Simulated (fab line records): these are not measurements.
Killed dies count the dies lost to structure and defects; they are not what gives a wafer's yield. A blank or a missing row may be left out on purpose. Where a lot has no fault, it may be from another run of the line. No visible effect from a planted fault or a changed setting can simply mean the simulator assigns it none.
8D (eight disciplines) problem report, filled in by code + flow sky130 + the parts of the form that need people (team, actions taken, sign-off) are left out

1. THE PROBLEM
Mean of bias_w at SKY_LOCAL_INTERCONNECT_METAL_ETCH_14: 45.81 W across 6 wafers in 2 lots; on wafers with no fault it is 48.48 W (standard deviation 0.14). Measured from the usual mean, that is -19 standard deviations.
The step: etches TiN in Cl2/BCl3, stops on PSG, target depth 110 nm, time 31.4 s.
The first sign was on wafer L813.3 at day 34 17:17, on rie_metal-04. At this step, 36 wafers from 12 lots have a number in the record. The rule behind "out" and "out of limits": a value lying over 4 standard deviations away from the usual mean. Any other wafer with a number is counted as sound.

2. WHAT IT IS, WHAT IT ISN'T
| question                    | is                     | is not                                                                                       |
|-----------------------------|------------------------|----------------------------------------------------------------------------------------------|
| which readings at this step | bias_w                 | drypump_motor_current_A, oes_product_au                                                      |
| which lots                  | L813, L814             | L800, L802, L804, L806, L811, L817, L819, L820, L822, L823                                   |
| which wafers of those lots  | all that have a number | -                                                                                            |
| read on which tools         | rie_metal-04           | rie_metal-02, rie_metal-03                                                                   |
| when                        | from day 34 17:17      | up to then (15 sound wafers); but 15 sound wafers of L817, L819, L820, L822, L823 came after |

3. WHAT RULES OUT EACH SUSPECT
Counting: any tool at a process step up to the reading is kept as a suspect provided that every lot that is out went through it and no sound lot did after the first of them.
- rie_metal-04 at SKY_LOCAL_INTERCONNECT_METAL_ETCH_14 (etches TiN in Cl2/BCl3, stops on PSG, target depth 110 nm, time 31.4 s): ruled out as a lasting fault. After its first lot that is out, L813 (day 34 17:17), sound lots L822, L823 ran on it.
Left after counting: nothing in the record.

4. THE CAUSE (what the simulator had put in)
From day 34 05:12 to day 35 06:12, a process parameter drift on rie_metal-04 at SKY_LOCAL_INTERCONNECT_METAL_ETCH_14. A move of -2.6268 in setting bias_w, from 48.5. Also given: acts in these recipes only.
Counting ruled it out, wrongly.

5. THE CHAIN OF EFFECTS, in route order
Each row: a reading whose mean over the struck wafers that have a number lies more than 3 standard deviations from the usual. Only readings for which the record gives a usual standard deviation are gone through. hours: the time from each lot's start at the first step in this table that gives one to its start at this step, as a median over the lots. sigmas: the change in usual standard deviations.
| hours | step                                 | reading | usual   | on struck wafers | change | sigmas |
|-------|--------------------------------------|---------|---------|------------------|--------|--------|
| 0     | SKY_LOCAL_INTERCONNECT_METAL_ETCH_14 | bias_w  | 48.48 W | 45.81            | -2.67  | -19    |
Its process steps:
- SKY_LOCAL_INTERCONNECT_METAL_ETCH_14: etches TiN in Cl2/BCl3, stops on PSG, target depth 110 nm, time 31.4 s.

6. WHAT WOULD HAVE CAUGHT IT SOONER
In this record no reading fell out of limits until day 34 17:17, 12 hours after the fault had begun at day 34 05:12.
